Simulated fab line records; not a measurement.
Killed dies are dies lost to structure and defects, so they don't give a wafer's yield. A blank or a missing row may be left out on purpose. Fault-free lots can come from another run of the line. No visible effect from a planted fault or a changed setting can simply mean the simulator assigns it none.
fab line records	flow gf180mcu
record lots=24	wafers=72	last-day=34
route steps=602 shown V1@360 V4@494 MIM@506 PASSIVATION@599
lots that met no fault: from a run of the same line without faults
start-h: hours from the record's opening day to when the first of the lot's shown wafers began	wait-h: hours since the lot's step before	" repeats the value in the row above	L1.1+2: one row covering several wafers at once	- no value, or no start given	* or withheld: withheld	< > ~ a bound
route shown NAME@n: a module of which the file shows steps, and the number in the route of the first	usual: mean/standard deviation of fault-free wafers	same: alike in all rows	chamber/n: place in a boat	sites: each site's reading	_std_site: how widely they spread, as a standard deviation	_edge_site: mean of outer sites minus mean of inner sites	radius-mm: how far each site lies from the wafer's centre	mask NAME#n: copy n	behind: the last tool/chamber to shape the wafer	hold: what put the lot on hold/how long, in hours/how the hold closed	device: the n, p or np transistor that did not switch	end of line: tests run on the same wafers once the route is complete	a step with no rows: only its recipe	killed: not the wafer's yield, but the dies lost to structure and defects at the first sort	map: a wafer's dies, x killed, . not, _ none there
set.NAME: the run value of the setting; set.NAME@STEP: its run value at that earlier step	model.NAME: the simulator's own value behind a step, which no gauge read
route steps across a sampled set of lots; one table per step, one row per wafer
services: when a tool's chamber went out of use (start-h, in hours from the record's first day, below 0 if earlier), for how many hours, and the reason
## steps
# step GF_V1_THK_MEAS_25
# recipe thk-meas-gauge=xrf	reads=W_of_V1_CVD_23
# usual V1_W_THK=351/4.8
lot.wafer	tool	chamber	start-h	wait-h	V1_W_THK[nm]
L074.2	film-metro-04	-	411.44	0.1	357
L074.3	"	-	"	"	354
L074.5	"	-	"	"	359
L075.1	film-metro-03	-	417.30	0.1	346
L075.3	"	-	"	"	346
L075.5	"	-	"	"	340
L076.1	film-metro-02	-	434.13	0.1	346
L076.3	"	-	"	"	346
L076.4	"	-	"	"	347
L077.1	film-metro-03	-	439.95	0.1	342
L077.2	"	-	"	"	343
L077.4	"	-	"	"	348
L078.3	film-metro-04	-	448.28	0.1	351
L078.4	"	-	"	"	349
L078.5	"	-	"	"	348
L079.1	film-metro-04	-	454.67	0.1	351
L079.3	"	-	"	"	352
L079.5	"	-	"	"	350
L080.1	film-metro-02	-	468.96	0.1	350
L080.3	"	-	"	"	353
L080.4	"	-	"	"	353
L081.2	film-metro-04	-	480.51	0.1	358
L081.4	"	-	"	"	356
L081.5	"	-	"	"	360
L082.1	film-metro-03	-	485.90	0.1	346
L082.3	"	-	"	"	351
L082.6	"	-	"	"	351
L083.1	film-metro-03	-	489.85	0.1	349
L083.3	"	-	"	"	344
L083.6	"	-	"	"	350
L084.2	film-metro-04	-	506.82	0.1	352
L084.5	"	-	"	"	353
L084.6	"	-	"	"	352
L085.1	film-metro-04	-	512.22	0.1	358
L085.3	"	-	"	"	360
L085.6	"	-	"	"	362
L086.1	film-metro-04	-	528.28	0.1	359
L086.2	"	-	"	"	362
L086.3	"	-	"	"	361
L087.3	film-metro-02	-	531.85	0.1	351
L087.5	"	-	"	"	347
L087.6	"	-	"	"	347
L088.1	film-metro-03	-	543.78	0.1	352
L088.4	"	-	"	"	348
L088.5	"	-	"	"	350
L089.1	film-metro-02	-	554.11	0.1	351
L089.5	"	-	"	"	351
L089.6	"	-	"	"	352
L090.3	film-metro-03	-	560.28	0.1	346
L090.5	"	-	"	"	342
L090.6	"	-	"	"	346
L091.1	film-metro-02	-	562.26	0.1	355
L091.2	"	-	"	"	351
L091.5	"	-	"	"	353
L092.1	film-metro-04	-	577.47	0.1	352
L092.3	"	-	"	"	345
L092.6	"	-	"	"	353
L093.1	film-metro-03	-	581.69	0.1	351
L093.2	"	-	"	"	346
L093.4	"	-	"	"	345
L094.1	film-metro-04	-	584.66	0.1	350
L094.2	"	-	"	"	352
L094.4	"	-	"	"	352
L095.1	film-metro-03	-	588.56	0.1	347
L095.3	"	-	"	"	348
L095.6	"	-	"	"	349
L096.1	film-metro-04	-	600.28	0.1	355
L096.2	"	-	"	"	360
L096.3	"	-	"	"	359
L097.4	film-metro-04	-	606.64	0.1	354
L097.5	"	-	"	"	353
L097.6	"	-	"	"	348
# step GF_V4_STRIP_18
# recipe chemistry=O2/N2	power-w=1400	pressure-mtorr=1500	platen-temp-c=250	o2-flow-sccm=3000	n2-flow-sccm=300	overash-fraction=0.5
# usual drypump-motor-current-A=5.7/0.33	heater-power-w=338/29	n2-flow-sccm=300.1/0.91	oes-product-au=0.594/0.0048
lot.wafer	tool	chamber	start-h	wait-h	drypump-motor-current-A	heater-power-w	n2-flow-sccm	oes-product-au	rf-hours-counter-h
L074.2	plasma-asher-04	0	561.03	-	5.5	340	300.7	0.604	93
L074.3	"	0	"	"	5.5	341	298.6	0.586	-
L074.5	"	1	"	"	5.5	336	301.8	0.582	-
L075.1	plasma-asher-02	1	563.28	-	5.3	331	300.0	0.594	14
L075.3	"	1	"	"	5.4	342	300.8	0.600	-
L075.5	"	1	"	"	5.4	339	301.2	0.596	-
L076.1	plasma-asher-02	1	583.14	-	5.3	335	300.4	0.592	16
L076.3	"	0	"	"	6.2	309	299.1	0.590	-
L076.4	"	1	"	"	5.3	330	300.1	0.586	-
L077.1	plasma-asher-02	1	585.48	-	5.4	337	300.3	0.591	17
L077.2	"	0	"	"	6.2	302	300.0	0.589	17
L077.4	"	0	"	"	6.2	283	300.8	0.592	-
L078.3	plasma-asher-01	0	598.14	-	5.6	313	299.4	0.591	-
L078.4	"	1	"	"	6.1	393	300.1	0.605	-
L078.5	"	0	"	"	5.6	323	300.2	0.600	-
L079.1	plasma-asher-01	1	600.18	-	6.1	388	300.5	0.604	51
L079.3	"	1	"	"	6.1	404	300.3	0.581	-
L079.5	"	0	"	"	5.6	330	299.7	0.587	-
L080.1	plasma-asher-01	0	611.66	-	5.6	320	299.4	0.598	53
L080.3	"	1	"	"	6.1	405	301.1	0.593	-
L080.4	"	0	"	"	5.6	322	299.7	0.594	-
L081.2	plasma-asher-04	0	624.13	-	5.5	346	300.7	0.600	99
L081.4	"	1	"	"	5.5	336	299.8	0.592	-
L081.5	"	0	"	"	5.5	349	300.0	0.602	-
L082.1	plasma-asher-02	1	627.23	-	5.4	326	300.3	0.597	21
L082.3	"	1	"	"	5.4	336	299.6	0.595	-
L082.6	"	0	"	"	6.2	296	300.1	0.594	-
L083.1	plasma-asher-04	1	631.53	-	5.5	340	302.5	0.594	101
L083.3	"	1	"	"	5.4	340	301.6	0.600	-
L083.6	"	1	"	"	5.5	336	302.0	0.592	-
L084.2	plasma-asher-01	0	647.18	-	5.6	338	300.8	0.591	56
L084.5	"	1	"	"	6.1	396	300.9	0.596	-
L084.6	"	0	"	"	5.6	324	300.4	0.596	-
L085.1	plasma-asher-02	0	651.69	-	6.2	294	299.6	0.594	24
L085.3	"	0	"	"	6.2	303	299.7	0.588	-
L085.6	"	0	"	"	6.2	297	300.0	0.595	-
L086.1	plasma-asher-02	1	662.03	-	5.4	336	299.8	0.596	25
L086.2	"	0	"	"	6.2	302	300.5	0.593	25
L086.3	"	1	"	"	5.3	327	298.5	0.592	-
L087.3	plasma-asher-02	0	667.27	-	6.2	309	300.2	0.597	-
L087.5	"	0	"	"	6.2	302	299.7	0.600	-
L087.6	"	1	"	"	5.3	334	299.1	0.602	-
L088.1	plasma-asher-02	1	677.18	-	5.4	335	300.6	0.600	28
L088.4	"	1	"	"	5.4	333	299.3	0.583	-
L088.5	"	1	"	"	5.4	331	301.3	0.590	-
L089.1	plasma-asher-01	0	684.90	-	5.6	321	301.3	0.593	60
L089.5	"	1	"	"	6.1	386	301.1	0.598	-
L089.6	"	0	"	"	5.6	324	300.1	0.591	-
L090.3	plasma-asher-01	0	691.06	-	5.6	325	299.4	0.595	-
L090.5	"	0	"	"	5.6	322	298.5	0.590	-
L090.6	"	1	"	"	6.1	401	299.7	0.597	-
L091.1	plasma-asher-01	1	694.10	-	6.1	385	301.5	0.596	61
L091.2	"	0	"	"	5.6	322	300.0	0.593	61
L091.5	"	0	"	"	5.6	322	299.0	0.595	-
L092.1	plasma-asher-04	1	704.68	-	5.5	335	300.9	0.593	105
L092.3	"	1	"	"	5.4	332	299.9	0.595	-
L092.6	"	1	"	"	5.5	335	300.5	0.599	-
L093.1	plasma-asher-04	1	708.23	-	5.5	335	300.1	0.589	105
L093.2	"	0	"	"	5.5	346	301.7	0.604	105
L093.4	"	0	"	"	5.5	339	300.6	0.597	-
L094.1	plasma-asher-01	1	712.83	-	6.1	402	299.9	0.593	63
L094.2	"	0	"	"	5.6	325	300.5	0.598	63
L094.4	"	0	"	"	5.6	325	298.8	0.602	-
L095.1	plasma-asher-02	1	717.18	-	5.4	331	301.3	0.592	32
L095.3	"	1	"	"	5.4	337	301.8	0.599	-
L095.6	"	0	"	"	6.2	303	298.7	0.593	-
L096.1	plasma-asher-04	1	724.78	-	5.4	337	298.6	0.600	107
L096.2	"	0	"	"	5.5	337	299.5	0.590	107
L096.3	"	0	"	"	5.5	347	299.5	0.590	-
L097.4	plasma-asher-04	0	732.32	-	5.5	346	302.0	0.587	-
L097.5	"	1	"	"	5.4	328	301.0	0.594	-
L097.6	"	0	"	"	5.5	347	300.3	0.599	-
# step GF_V4_SPUTTER_22
# recipe material=TiN	target-thk-nm=10	chamber-pressure-pa=5	power-w=4000	time-s=40
# usual cathode-dc-power-W=4000.0/0.7	throttle-valve-pct=30.3/0.55
lot.wafer	tool	chamber	start-h	wait-h	cathode-dc-power-W	throttle-valve-pct
L074.2	pvd-sputter-04	-	561.66	0.0	4000.1	30.3
L074.3	"	-	"	"	3999.1	30.6
L074.5	"	-	"	"	4000.0	30.7
L075.1	pvd-sputter-03	-	563.91	0.0	4000.1	30.4
L075.3	"	-	"	"	4000.5	29.2
L075.5	"	-	"	"	3999.7	29.4
L076.1	pvd-sputter-01	-	583.76	0.0	4000.0	30.2
L076.3	"	-	"	"	4000.2	30.6
L076.4	"	-	"	"	4000.8	29.6
L077.1	pvd-sputter-04	-	586.48	0.0	3999.9	30.6
L077.2	"	-	"	"	3999.6	30.6
L077.4	"	-	"	"	4000.0	29.8
L078.3	pvd-sputter-04	-	598.73	0.0	4000.0	30.7
L078.4	"	-	"	"	4000.6	29.7
L078.5	"	-	"	"	4000.3	29.8
L079.1	pvd-sputter-01	-	600.81	0.0	4000.0	30.6
L079.3	"	-	"	"	4000.8	29.9
L079.5	"	-	"	"	4000.7	30.5
L080.1	pvd-sputter-04	-	612.26	0.0	3999.3	30.6
L080.3	"	-	"	"	4000.3	30.7
L080.4	"	-	"	"	4000.0	30.2
L081.2	pvd-sputter-01	-	624.76	0.0	3999.9	30.2
L081.4	"	-	"	"	4000.6	31.1
L081.5	"	-	"	"	4000.2	30.7
L082.1	pvd-sputter-01	-	627.84	0.0	3999.3	29.8
L082.3	"	-	"	"	3998.9	30.1
L082.6	"	-	"	"	4000.5	30.3
L083.1	pvd-sputter-01	-	632.13	0.0	3999.3	29.5
L083.3	"	-	"	"	3999.0	30.4
L083.6	"	-	"	"	3998.8	30.4
L084.2	pvd-sputter-01	-	647.78	0.0	4000.7	30.9
L084.5	"	-	"	"	4001.7	30.3
L084.6	"	-	"	"	4000.6	29.7
L085.1	pvd-sputter-04	-	652.30	0.0	3998.9	30.1
L085.3	"	-	"	"	4000.0	30.3
L085.6	"	-	"	"	4000.0	31.0
L086.1	pvd-sputter-01	-	662.63	0.0	3999.4	30.5
L086.2	"	-	"	"	3999.8	29.5
L086.3	"	-	"	"	4000.6	30.0
L087.3	pvd-sputter-01	-	667.83	0.0	4000.3	30.1
L087.5	"	-	"	"	4000.5	30.5
L087.6	"	-	"	"	4000.1	29.5
L088.1	pvd-sputter-01	-	677.79	0.0	3999.5	31.1
L088.4	"	-	"	"	4000.2	29.4
L088.5	"	-	"	"	3999.9	30.5
L089.1	pvd-sputter-03	-	685.54	0.0	4000.5	29.2
L089.5	"	-	"	"	3998.8	30.3
L089.6	"	-	"	"	4000.4	29.4
L090.3	pvd-sputter-01	-	691.63	0.0	4001.4	31.0
L090.5	"	-	"	"	3999.3	31.1
L090.6	"	-	"	"	3999.7	30.7
L091.1	pvd-sputter-01	-	694.70	0.0	3998.8	31.4
L091.2	"	-	"	"	3999.8	30.2
L091.5	"	-	"	"	3999.8	30.4
L092.1	pvd-sputter-01	-	705.29	0.0	4000.5	30.7
L092.3	"	-	"	"	4000.5	31.1
L092.6	"	-	"	"	4000.1	29.7
L093.1	pvd-sputter-04	-	708.92	0.0	3999.3	30.2
L093.2	"	-	"	"	3999.2	30.8
L093.4	"	-	"	"	3999.4	30.5
L094.1	pvd-sputter-04	-	713.52	0.0	4000.7	29.9
L094.2	"	-	"	"	3999.3	30.6
L094.4	"	-	"	"	4001.7	30.0
L095.1	pvd-sputter-04	-	717.77	0.0	4000.4	31.0
L095.3	"	-	"	"	3999.7	29.7
L095.6	"	-	"	"	3998.6	29.9
L096.1	pvd-sputter-04	-	725.37	0.0	4000.9	30.0
L096.2	"	-	"	"	3998.6	30.7
L096.3	"	-	"	"	3999.7	31.0
L097.4	pvd-sputter-01	-	732.88	0.0	4001.0	30.4
L097.5	"	-	"	"	4000.6	31.0
L097.6	"	-	"	"	4000.0	30.7
# step GF_V4_CVD_23
# recipe material=W	target-thk-nm=350	time-s=104.9	temp-c=400	pressure-torr=40
# usual chamber-pressure-Torr=39.99/0.076	heater-power-w=901/78
lot.wafer	tool	chamber	start-h	wait-h	chamber-pressure-Torr	heater-power-w
L074.2	cvd-w-01	0	561.70	0.0	39.95	937
L074.3	"	0	"	"	40.02	950
L074.5	"	0	"	"	40.09	972
L075.1	cvd-w-01	1	563.95	0.0	39.93	804
L075.3	"	1	"	"	39.94	775
L075.5	"	1	"	"	39.97	812
L076.1	cvd-w-01	0	583.80	0.0	39.87	947
L076.3	"	0	"	"	39.93	966
L076.4	"	1	"	"	40.05	813
L077.1	cvd-w-01	1	586.62	0.1	39.86	783
L077.2	"	0	"	"	40.11	954
L077.4	"	1	"	"	39.96	812
L078.3	cvd-w-01	0	598.89	0.1	39.97	975
L078.4	"	1	"	"	40.07	785
L078.5	"	1	"	"	40.07	784
L079.1	cvd-w-01	0	600.85	0.0	39.99	960
L079.3	"	1	"	"	39.94	805
L079.5	"	1	"	"	39.98	783
L080.1	cvd-w-01	1	612.30	0.0	39.87	779
L080.3	"	0	"	"	39.98	957
L080.4	"	1	"	"	39.96	793
L081.2	cvd-w-01	1	624.80	0.0	40.00	801
L081.4	"	0	"	"	39.81	968
L081.5	"	0	"	"	40.04	957
L082.1	cvd-w-01	0	627.88	0.0	39.92	976
L082.3	"	0	"	"	40.04	943
L082.6	"	1	"	"	39.94	797
L083.1	cvd-w-01	0	632.17	0.0	40.11	957
L083.3	"	1	"	"	39.88	782
L083.6	"	0	"	"	39.90	953
L084.2	cvd-w-02	0	647.81	0.0	40.09	994
L084.5	"	1	"	"	40.04	877
L084.6	"	0	"	"	40.02	978
L085.1	cvd-w-02	1	652.34	0.0	39.89	877
L085.3	"	0	"	"	40.02	984
L085.6	"	1	"	"	39.89	883
L086.1	cvd-w-01	1	662.67	0.0	40.00	797
L086.2	"	0	"	"	40.05	947
L086.3	"	0	"	"	39.98	968
L087.3	cvd-w-02	1	667.90	0.1	39.89	893
L087.5	"	0	"	"	39.97	982
L087.6	"	1	"	"	39.76	904
L088.1	cvd-w-02	0	677.83	0.0	39.89	1000
L088.4	"	0	"	"	39.93	1005
L088.5	"	0	"	"	39.99	999
L089.1	cvd-w-02	0	685.58	0.0	39.89	1000
L089.5	"	1	"	"	40.01	888
L089.6	"	0	"	"	39.95	976
L090.3	cvd-w-02	0	691.70	0.1	39.97	934
L090.5	"	0	"	"	40.01	972
L090.6	"	1	"	"	39.92	888
L091.1	cvd-w-02	0	694.74	0.0	40.01	956
L091.2	"	1	"	"	39.94	884
L091.5	"	0	"	"	39.95	968
L092.1	cvd-w-01	0	705.33	0.0	39.97	978
L092.3	"	0	"	"	40.02	994
L092.6	"	0	"	"	40.08	984
L093.1	cvd-w-02	0	708.96	0.0	39.97	973
L093.2	"	1	"	"	40.07	904
L093.4	"	0	"	"	39.95	981
L094.1	cvd-w-02	0	713.56	0.0	39.93	1011
L094.2	"	1	"	"	39.87	882
L094.4	"	1	"	"	40.03	883
L095.1	cvd-w-01	0	717.81	0.0	40.11	956
L095.3	"	0	"	"	40.04	949
L095.6	"	0	"	"	40.02	977
L096.1	cvd-w-01	1	725.41	0.0	39.96	787
L096.2	"	0	"	"	40.04	949
L096.3	"	0	"	"	40.01	977
L097.4	cvd-w-01	0	732.95	0.1	39.91	985
L097.5	"	0	"	"	39.89	992
L097.6	"	1	"	"	40.04	802
# step GF_MIM_SPUTTER_03
# recipe material=Ti	target-thk-nm=10	substrate-temp-c=300	chamber-pressure-pa=0.3	power-w=3000	time-s=6.7
# usual cathode-dc-power-W=3000.0/0.57	throttle-valve-pct=30.3/0.73
lot.wafer	tool	chamber	start-h	wait-h	cathode-dc-power-W	throttle-valve-pct
L074.2	pvd-sputter-02	-	562.45	0.0	2998.9	30.9
L074.3	"	-	"	"	2999.7	29.9
L074.5	"	-	"	"	2999.5	30.9
L075.1	pvd-sputter-02	-	564.70	0.0	3000.4	30.0
L075.3	"	-	"	"	2999.5	31.3
L075.5	"	-	"	"	2998.9	30.7
L076.1	pvd-sputter-03	-	584.55	0.0	2999.8	29.5
L076.3	"	-	"	"	3000.4	30.3
L076.4	"	-	"	"	3000.0	29.7
L077.1	pvd-sputter-02	-	587.37	0.0	3000.5	31.2
L077.2	"	-	"	"	2999.8	30.6
L077.4	"	-	"	"	2999.1	29.9
L078.3	pvd-sputter-03	-	599.61	0.0	3000.1	29.3
L078.4	"	-	"	"	3001.2	32.2
L078.5	"	-	"	"	2999.7	29.5
L079.1	pvd-sputter-01	-	601.60	0.0	3000.3	30.2
L079.3	"	-	"	"	3000.4	29.8
L079.5	"	-	"	"	2998.2	29.5
L080.1	pvd-sputter-03	-	613.05	0.0	2999.7	29.2
L080.3	"	-	"	"	3001.1	30.4
L080.4	"	-	"	"	3000.1	31.7
L081.2	pvd-sputter-01	-	625.55	0.0	2999.4	30.6
L081.4	"	-	"	"	3000.3	29.4
L081.5	"	-	"	"	3001.2	30.6
L082.1	pvd-sputter-01	-	628.63	0.0	2999.5	29.8
L082.3	"	-	"	"	3000.3	30.8
L082.6	"	-	"	"	3000.3	29.5
L083.1	pvd-sputter-01	-	632.92	0.0	3000.8	30.1
L083.3	"	-	"	"	3000.0	31.2
L083.6	"	-	"	"	3000.6	31.1
L084.2	pvd-sputter-02	-	648.57	0.0	2999.6	29.9
L084.5	"	-	"	"	3000.2	30.4
L084.6	"	-	"	"	2999.7	29.8
L085.1	pvd-sputter-02	-	653.09	0.0	3000.3	30.5
L085.3	"	-	"	"	3000.0	30.0
L085.6	"	-	"	"	2999.1	30.6
L086.1	pvd-sputter-01	-	663.43	0.0	2999.9	30.1
L086.2	"	-	"	"	2999.8	31.0
L086.3	"	-	"	"	3000.5	31.1
L087.3	pvd-sputter-03	-	668.62	0.0	2999.7	29.3
L087.5	"	-	"	"	3000.2	29.3
L087.6	"	-	"	"	2999.0	30.2
L088.1	pvd-sputter-03	-	678.58	0.0	3000.2	29.3
L088.4	"	-	"	"	3000.8	29.5
L088.5	"	-	"	"	2999.2	29.3
L089.1	pvd-sputter-01	-	686.43	0.0	2999.5	30.1
L089.5	"	-	"	"	3000.0	30.6
L089.6	"	-	"	"	2999.4	31.1
L090.3	pvd-sputter-02	-	692.42	0.0	2999.7	30.2
L090.5	"	-	"	"	2999.9	29.8
L090.6	"	-	"	"	2999.7	29.8
L091.1	pvd-sputter-01	-	695.49	0.0	3000.5	30.3
L091.2	"	-	"	"	2999.7	30.6
L091.5	"	-	"	"	2999.4	30.6
L092.1	pvd-sputter-03	-	706.08	0.0	2999.8	29.5
L092.3	"	-	"	"	3000.2	29.8
L092.6	"	-	"	"	3000.3	32.0
L093.1	pvd-sputter-01	-	709.71	0.0	2999.8	29.8
L093.2	"	-	"	"	3000.6	30.5
L093.4	"	-	"	"	3001.3	30.1
L094.1	pvd-sputter-01	-	714.39	0.0	3000.5	30.6
L094.2	"	-	"	"	3000.3	30.2
L094.4	"	-	"	"	3000.6	31.1
L095.1	pvd-sputter-02	-	718.62	0.0	3000.6	29.9
L095.3	"	-	"	"	3000.3	30.7
L095.6	"	-	"	"	2999.5	31.3
L096.1	pvd-sputter-02	-	726.17	0.0	2999.9	31.6
L096.2	"	-	"	"	3000.3	30.6
L096.3	"	-	"	"	3000.9	29.9
L097.4	pvd-sputter-02	-	733.67	0.0	3000.4	29.7
L097.5	"	-	"	"	3000.3	29.6
L097.6	"	-	"	"	3000.2	29.8
# step GF_PASSIVATION_STRIP_12
# recipe chemistry=O2/N2	power-w=1400	pressure-mtorr=1500	platen-temp-c=250	o2-flow-sccm=3000	n2-flow-sccm=300	overash-fraction=0.5
# usual drypump-motor-current-A=5.6/0.35	heater-power-w=344/25	n2-flow-sccm=300.0/0.87	oes-product-au=0.719/0.0044	strip-time-to-endpoint-s=32.91/0.26
lot.wafer	tool	chamber	start-h	wait-h	drypump-motor-current-A	heater-power-w	n2-flow-sccm	oes-product-au	rf-hours-counter-h	strip-time-to-endpoint-s
L074.2	plasma-asher-03	0	671.63	0.1	5.9	364	300.7	0.717	87	32.23
L074.3	"	0	"	"	5.9	358	301.1	0.712	-	32.76
L074.5	"	0	"	"	5.9	368	298.7	0.728	-	32.18
L075.1	plasma-asher-03	1	673.62	0.1	5.3	366	298.9	0.721	87	33.16
L075.3	"	1	"	"	5.3	372	299.4	0.723	-	32.90
L075.5	"	1	"	"	5.3	355	298.2	0.720	-	33.11
L076.1	plasma-asher-03	0	690.47	0.1	5.9	354	301.3	0.713	89	33.44
L076.3	"	0	"	"	5.9	357	300.4	0.713	-	33.27
L076.4	"	1	"	"	5.2	361	299.9	0.721	-	33.05
L077.1	plasma-asher-02	0	692.91	0.1	6.1	304	300.7	0.712	30	32.90
L077.2	"	1	"	"	5.4	326	299.6	0.720	30	32.96
L077.4	"	0	"	"	6.2	302	301.0	0.723	-	32.48
L078.3	plasma-asher-04	1	700.76	0.2	5.5	335	299.4	0.722	-	33.17
L078.4	"	0	"	"	5.5	345	299.0	0.719	-	33.05
L078.5	"	1	"	"	5.4	338	300.3	0.713	-	33.11
L079.1	plasma-asher-02	0	703.92	0.1	6.2	303	299.2	0.725	31	33.05
L079.3	"	0	"	"	6.2	301	299.7	0.723	-	33.36
L079.5	"	1	"	"	5.4	324	299.5	0.712	-	33.37
L080.1	plasma-asher-02	0	715.17	0.1	6.2	306	299.8	0.720	32	32.77
L080.3	"	1	"	"	5.4	336	298.8	0.722	-	32.77
L080.4	"	0	"	"	6.2	306	300.4	0.717	-	32.41
L081.2	plasma-asher-02	1	725.92	0.1	5.3	333	300.4	0.718	33	33.04
L081.4	"	0	"	"	6.2	302	300.8	0.721	-	33.07
L081.5	"	1	"	"	5.4	335	300.1	0.716	-	32.87
L082.1	plasma-asher-03	1	728.87	0.1	5.3	372	300.1	0.715	93	33.21
L082.3	"	1	"	"	5.3	371	300.5	0.719	-	33.00
L082.6	"	1	"	"	5.3	368	300.3	0.723	-	32.92
L083.1	plasma-asher-03	0	731.67	0.1	5.9	366	301.0	0.718	93	33.31
L083.3	"	0	"	"	5.9	365	299.5	0.720	-	33.07
L083.6	"	1	"	"	5.3	362	300.5	0.722	-	33.13
L084.2	plasma-asher-04	1	746.27	0.1	5.5	330	298.6	0.718	0	33.39
L084.5	"	0	"	"	5.5	363	299.0	0.714	-	33.15
L084.6	"	1	"	"	5.4	329	300.3	0.712	-	33.01
L085.1	plasma-asher-03	0	750.31	0.1	5.9	357	299.6	0.721	95	32.67
L085.3	"	0	"	"	5.9	366	298.5	0.728	-	32.85
L085.6	"	0	"	"	5.9	369	300.0	0.718	-	32.77
L086.1	plasma-asher-04	1	756.81	0.1	5.4	331	302.1	0.723	2	32.66
L086.2	"	0	"	"	5.5	369	299.6	0.722	2	32.68
L086.3	"	1	"	"	5.4	327	301.1	0.726	-	32.64
L087.3	plasma-asher-03	0	762.31	0.2	5.9	362	299.4	0.718	-	32.72
L087.5	"	1	"	"	5.3	358	301.1	0.720	-	32.51
L087.6	"	0	"	"	5.9	361	299.9	0.717	-	32.66
L088.1	plasma-asher-03	1	771.46	0.1	5.3	374	299.5	0.717	98	32.83
L088.4	"	0	"	"	5.9	360	299.0	0.721	-	32.91
L088.5	"	1	"	"	5.3	372	300.1	0.708	-	32.75
L089.1	plasma-asher-02	0	778.32	0.1	6.2	299	299.8	0.718	39	33.08
L089.5	"	0	"	"	6.2	305	299.3	0.708	-	32.89
L089.6	"	1	"	"	5.4	334	301.3	0.730	-	33.02
L090.3	plasma-asher-02	1	782.01	0.2	5.4	334	298.0	0.715	-	33.07
L090.5	"	1	"	"	5.3	335	299.7	0.721	-	33.12
L090.6	"	0	"	"	6.2	299	300.4	0.710	-	32.92
L091.1	plasma-asher-02	0	786.02	0.1	6.2	304	300.4	0.714	40	33.00
L091.2	"	1	"	"	5.4	336	299.5	0.714	40	33.10
L091.5	"	1	"	"	5.4	332	300.5	0.717	-	33.12
L092.1	plasma-asher-02	1	794.27	0.1	5.3	331	299.4	0.717	41	33.23
L092.3	"	1	"	"	5.4	331	299.2	0.724	-	32.93
L092.6	"	1	"	"	5.4	334	299.3	0.724	-	33.33
L093.1	plasma-asher-03	0	796.17	0.1	5.9	350	301.8	0.719	100	32.86
L093.2	"	1	"	"	5.2	368	301.2	0.725	100	32.59
L093.4	"	1	"	"	5.3	372	299.5	0.720	-	32.69
L094.1	plasma-asher-03	1	802.47	0.1	5.3	365	299.3	0.717	101	32.46
L094.2	"	0	"	"	5.9	364	299.5	0.718	101	32.75
L094.4	"	0	"	"	5.9	370	298.7	0.719	-	32.91
L095.1	plasma-asher-04	0	805.32	0.1	5.5	364	301.2	0.719	7	32.69
L095.3	"	0	"	"	5.5	364	299.6	0.719	-	32.95
L095.6	"	1	"	"	5.4	324	300.7	0.714	-	32.97
L096.1	plasma-asher-04	0	811.27	0.1	5.5	375	299.7	0.716	7	33.10
L096.2	"	1	"	"	5.5	331	299.5	0.720	7	32.77
L096.3	"	1	"	"	5.4	330	299.6	0.722	-	33.04
L097.4	plasma-asher-02	0	817.60	0.0	6.2	297	299.8	0.717	-	32.74
L097.5	"	0	"	"	6.2	295	299.7	0.715	-	32.51
L097.6	"	1	"	"	5.3	328	300.3	0.719	-	32.79
## services
tool	chamber	start-h	hours	kind
plasma-asher-04	-	541.80	7.8	repair
cvd-w-01	-	543.56	6.9	pm
pvd-sputter-04	-	569.34	0.9	repair
cvd-w-02	-	578.01	65.6	repair
pvd-sputter-02	-	592.48	2.3	repair
pvd-sputter-04	-	621.17	19.5	repair
plasma-asher-03	-	625.62	6.0	repair
pvd-sputter-03	-	638.76	1.8	repair
cvd-w-02	1	641.09	3.4	repair
plasma-asher-01	-	645.07	1.0	repair
plasma-asher-04	-	651.67	27.8	pm
plasma-asher-02	-	652.46	2.8	pm
pvd-sputter-02	-	655.99	6.3	repair
pvd-sputter-03	-	688.55	3.1	repair
pvd-sputter-01	-	716.96	1.7	repair
plasma-asher-04	-	726.14	3.1	repair
plasma-asher-04	-	733.75	9.0	pm
pvd-sputter-01	1	735.77	-	consumable-replace:kit
pvd-sputter-01	1	735.77	18.0	scheduled-down
pvd-sputter-03	-	748.09	1.9	repair
cvd-w-02	-	755.53	1.4	repair
pvd-sputter-01	-	761.98	1.2	repair
cvd-w-02	-	765.21	3.8	pm
cvd-w-02	-	810.68	1.7	repair
## key
fault none
